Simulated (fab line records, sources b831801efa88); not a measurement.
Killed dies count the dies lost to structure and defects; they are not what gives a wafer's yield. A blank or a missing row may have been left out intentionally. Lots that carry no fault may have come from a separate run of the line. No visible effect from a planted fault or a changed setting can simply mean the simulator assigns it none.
Problem report, 8D (eight disciplines) form, completed by code || flow gf180mcu || the parts of the form that need people (team, actions taken, sign-off) are left out

## 1. WHAT WENT WRONG
NWELL_TW at GF_NWELL_TW_MEAS_11 reads a mean of 2744 on 6 wafers of 2 lots; wafers without a fault read 1561 with a standard deviation of 12. That puts it +99 standard deviations away from the usual mean.
First seen on wafer L639.1, day 6 11:17, on film_metro-03. The record holds 36 wafers of 12 lots with a number at this step. By rule, "out" or "out of limits" means more than 4 standard deviations away from the usual mean. The rest of the wafers with a number are treated as sound.

## 2. WHAT IT IS, WHAT IT ISN'T
{"question": "which readings at this step", "is": "NWELL_TW", "is not": "-"}
{"question": "which lots", "is": "L639, L642", "is not": "L625, L627, L630, L631, L632, L634, L635, L637, L640, L648"}
{"question": "which wafers of those lots", "is": "all that have a number", "is not": "-"}
{"question": "read on which gauges", "is": "film_metro-02, film_metro-03", "is not": "film_metro-04"}
{"question": "when", "is": "from day 6 11:17", "is not": "up to then (24 sound wafers); but 6 sound wafers of L640, L648 came after"}

## 3. THE SUSPECTS, EACH WITH WHAT RULES IT OUT
Counting: any tool at a process step up to the reading is kept as a suspect provided that every lot that is out went through it and no sound lot did after the first of them.
- the gauge at GF_NWELL_TW_MEAS_11: ruled out. Those wafers that are out were read across 2 gauges (film_metro-02, film_metro-03).
- implanter-01 at GF_NWELL_IMPLANT_08: kept. All lots that are out passed through it, beginning with L639 at day 6 10:53, and no sound lot followed; its final sound lot before that point was L637 at day 6 00:10. On those wafers its own readings are out: beam_on_s, dose_ions_cm2, faraday_current_uA.
After counting, what remains is implanter-01 at GF_NWELL_IMPLANT_08.

## 4. THE CAUSE (what the simulator had put in)
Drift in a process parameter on implanter-01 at GF_NWELL_IMPLANT_08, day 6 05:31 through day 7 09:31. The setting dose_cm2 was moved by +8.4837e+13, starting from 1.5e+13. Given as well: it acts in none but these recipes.
This tool alone remained once counting was done.

## 5. SEQUENCE OF EFFECTS, ordered by route
Each row: a reading where the mean over the struck wafers with a number is more than 3 standard deviations away from the usual. Scope: only readings with a usual standard deviation given in the record; hours: median across lots of the time from each lot's start at the first step in this table that gives one to its start at this step; sigmas: change in usual standard deviations.
{"hours": 0, "step": "GF_NWELL_IMPLANT_08", "reading": "beam_on_s", "usual": "10.00 s", "on struck wafers": 46.42, "change": "+36.42", "sigmas": "+99 or more"}
{"hours": 0, "step": "GF_NWELL_IMPLANT_08", "reading": "dose_ions_cm2", "usual": 1.4999e+13, "on struck wafers": 9.9835e+13, "change": "+8.4836e+13", "sigmas": "+99 or more"}
{"hours": 0, "step": "GF_NWELL_IMPLANT_08", "reading": "faraday_current_uA", "usual": 84.6, "on struck wafers": 121.1, "change": "+36.5", "sigmas": "+21"}
{"hours": 0, "step": "GF_NWELL_TW_MEAS_11", "reading": "NWELL_TW", "usual": 1561, "on struck wafers": 2744, "change": "+1183", "sigmas": "+99"}
{"hours": 117, "step": "GF_VT_IMPLANT_RS_MEAS_47", "reading": "NWELL_RS", "usual": "487.7 ohm/sq", "on struck wafers": 207.6, "change": -280.1, "sigmas": "-99 or more"}
Here are the process steps it includes:
- GF_NWELL_IMPLANT_08

## 6. HOW IT WOULD HAVE BEEN CAUGHT EARLIER
In this record the first reading out of limits at a measuring or inspecting step was taken at day 6 11:17, 6 hours after the fault began at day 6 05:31.
The tool's own readings at GF_NWELL_IMPLANT_08 were out on every struck wafer that the step has a row for (beam_on_s, dose_ions_cm2, faraday_current_uA): an alarm limit on them would have fired on the first of those.
L642, from the lots that are out (2), started GF_NWELL_IMPLANT_08 on implanter-01 later than day 6 11:17. A tool hold placed at that time would have kept it from harm.
